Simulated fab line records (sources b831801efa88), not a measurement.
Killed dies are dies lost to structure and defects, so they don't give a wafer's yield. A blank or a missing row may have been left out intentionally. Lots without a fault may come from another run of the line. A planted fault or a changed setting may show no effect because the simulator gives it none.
Which tool was responsible? ; flow gf180mcu ; 12 lots with 36 wafers sampled at 5 steps, on a route of 602 steps

## WHAT THE GAUGES SHOWED, per wafer
GF_M4_CD_MEAS_14: target cd 280 nm.
lot;measured;on;cd-nm (nm)
L393;day 23 22:37;cd-sem-01;278.3 280.5 279.1
L395;day 24 12:56;cd-sem-01;279.1 279.1 278.7
L398;day 25 14:28;cd-sem-01;279.6 281.7 281.8
L399;day 25 19:02;cd-sem-01;279.9 278.3 279.4
L400;day 26 05:53;cd-sem-01;279.9 280.8 278.8
L401;day 26 18:10;cd-sem-01;279.9 278.3 278.6
L402;day 26 23:07;cd-sem-01;281.3 280.0 280.2
L406;day 28 09:19;cd-sem-01;279.6 279.1 280.0
L409;day 29 00:02;cd-sem-01;279.4 280.2 279.4
L412;day 29 20:10;cd-sem-02;281.7 281.7 281.9
L413;day 30 04:25;cd-sem-01;279.2 277.8 278.2
L415;day 30 14:57;cd-sem-02;280.3 278.7 279.8

GF_V4_THK_MEAS_01.
lot;measured;on;V4_CVD_00_THK (nm)
L393;day 23 23:29;film-metro-03;598 604 597
L395;day 24 13:55;film-metro-01;588 600 603
L398;day 25 15:40;film-metro-01;600 608 605
L399;day 25 20:02;film-metro-04;603 601 601
L400;day 26 06:53;film-metro-04;601 597 606
L401;day 26 19:02;film-metro-03;604 606 598
L402;day 27 00:00;film-metro-01;602 601 605
L406;day 28 10:12;film-metro-01;510 511 517 510 510 516
L409;day 29 01:14;film-metro-01;513 507 511 512 507 511
L412;day 29 21:03;film-metro-01;599 607 600
L413;day 30 05:18;film-metro-01;596 601 595
L415;day 30 15:49;film-metro-01;588 590 592

## EACH LOT AND THE TOOL THAT RAN IT (in order: tool; ch and the chambers of the sampled wafers; start)
lot;GF_V3_SPUTTER_22;GF_M4_SPUTTER_03;GF_V4_CVD_00
L393;pvd-sputter-01, day 22 23:01;pvd-sputter-04, day 22 23:49;hdpcvd-01 ch 0,1,2, day 23 23:24
L395;pvd-sputter-03, day 23 13:17;pvd-sputter-04, day 23 14:04;hdpcvd-02 ch 0,2, day 24 13:50
L398;pvd-sputter-03, day 24 16:45;pvd-sputter-02, day 24 17:33;hdpcvd-01 ch 0,1,2, day 25 15:34
L399;pvd-sputter-03, day 24 20:30;pvd-sputter-02, day 24 21:37;hdpcvd-01 ch 0,2, day 25 19:56
L400;pvd-sputter-02, day 25 08:35;pvd-sputter-04, day 25 09:23;hdpcvd-02 ch 0,2, day 26 06:49
L401;pvd-sputter-03, day 25 20:00;pvd-sputter-03, day 25 20:53;hdpcvd-01 ch 1,2, day 26 18:57
L402;pvd-sputter-01, day 26 00:59;pvd-sputter-03, day 26 01:46;hdpcvd-02 ch 0,1,2, day 26 23:55
L406;pvd-sputter-01, day 27 12:16;pvd-sputter-02, day 27 13:03;hdpcvd-02 ch 1,2, day 28 10:07
L409;pvd-sputter-03, day 28 03:37;pvd-sputter-04, day 28 04:25;hdpcvd-02 ch 0,1,2, day 29 01:10
L412;pvd-sputter-01, day 29 00:07;pvd-sputter-04, day 29 00:56;hdpcvd-01 ch 0,1,2, day 29 20:58
L413;pvd-sputter-03, day 29 08:32;pvd-sputter-02, day 29 09:59;hdpcvd-01 ch 0,1,2, day 30 05:13
L415;pvd-sputter-02, day 29 19:49;pvd-sputter-04, day 29 20:37;hdpcvd-01 ch 1,2, day 30 15:45
- GF_V3_SPUTTER_22: material TiN, target thk 10 nm, time 40 s.
- GF_M4_SPUTTER_03: material Ti, target thk 10 nm, time 6.7 s.
- GF_V4_CVD_00: deposits SiO2, target thk 600 nm, time 100 s.

## AS READ BY THE TOOLS THEMSELVES (means over the sampled wafers that have a number; for cases with no such wafer, the mark the record gives instead)
GF_V3_SPUTTER_22.
lot;tool;chamber-pressure-pa (Pa);throttle-valve-pct (%)
L393;pvd-sputter-01;5.005;30.7
L395;pvd-sputter-03;4.989;30.4
L398;pvd-sputter-03;4.998;30.7
L399;pvd-sputter-03;4.995;30.7
L400;pvd-sputter-02;4.999;30.2
L401;pvd-sputter-03;5.005;30.5
L402;pvd-sputter-01;4.993;30.3
L406;pvd-sputter-01;4.992;30.0
L409;pvd-sputter-03;5.002;29.9
L412;pvd-sputter-01;4.997;30.5
L413;pvd-sputter-03;4.994;30.8
L415;pvd-sputter-02;4.997;30.3

GF_M4_SPUTTER_03.
lot;tool;chamber-pressure-pa (Pa);throttle-valve-pct (%)
L393;pvd-sputter-04;0.2999;30.0
L395;pvd-sputter-04;0.3001;29.8
L398;pvd-sputter-02;0.3002;30.8
L399;pvd-sputter-02;0.3002;30.7
L400;pvd-sputter-04;0.3004;29.9
L401;pvd-sputter-03;0.3007;30.7
L402;pvd-sputter-03;0.3003;30.3
L406;pvd-sputter-02;0.2998;30.4
L409;pvd-sputter-04;0.3001;31.4
L412;pvd-sputter-04;0.3007;31.1
L413;pvd-sputter-02;0.2998;31.9
L415;pvd-sputter-04;0.3003;30.3

GF_V4_CVD_00.
lot;tool;sih4-flow-sccm (sccm)
L393;hdpcvd-01;59.88
L395;hdpcvd-02;59.84
L398;hdpcvd-01;60.08
L399;hdpcvd-01;60.02
L400;hdpcvd-02;60.02
L401;hdpcvd-01;59.94
L402;hdpcvd-02;59.87
L406;hdpcvd-02;50.99
L409;hdpcvd-02;51.06
L412;hdpcvd-01;60.06
L413;hdpcvd-01;60.08
L415;hdpcvd-01;60.03

## THE ANSWER, worked out from the rows above alone
Rule: what is usual is taken from the lots themselves. Put in order of their means at a reading, lots are off if they are a third of the lots or fewer, leave a main group of 4 or more, and stand apart from it by a gap of 3 or more times the standard deviation of the main group's means; of several such gaps the widest counts. The tables above print the reading to a certain number of digits; a main group whose means all agree to those digits is not used. Also off: a lot with no number at a reading for which 4 or more lots have one. The other lots that the step has rows for count as sound. First the gauges in route order, then the tools' own readings, where a lot's mean is used as printed above. At the first step where some lot is off, the reading lying furthest off is the one used; lots without a number count as furthest.
Off: at GF_V4_THK_MEAS_01 (V4_CVD_00_THK), L406, L409. Mean 600 nm and standard deviation 4 in the main group.
If a tool, at a process step before that reading, ran all the lots that are off and no sound lot after the first of them, it fits. The gauges at GF_V4_THK_MEAS_01 aren't tried: what is off there is off at GF_V4_CVD_00 too, on other tools, and a gauge's error can't cause that. One fits: GF_V4_CVD_00 on hdpcvd-02. Its last sound lot is L402 (day 26 23:55), its first lot that is off L406 (day 28 10:07): a fault that began between those two fits.
On the lots that are off, the tool's own readings at GF_V4_CVD_00 differ by more than 5 times the standard deviation of the sound lots' means, which bears it out; sih4-flow-sccm reads 51.03 sccm there versus 59.98 sccm on the sound lots.

## WHAT THE SIMULATOR HAD PUT IN
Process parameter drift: hdpcvd-02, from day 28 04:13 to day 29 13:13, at GF_V4_CVD_00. The setting sih4-flow-sccm was moved by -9, starting from 60. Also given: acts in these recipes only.
Struck lots among those shown: L406, L409. The rule above reached the same finding.
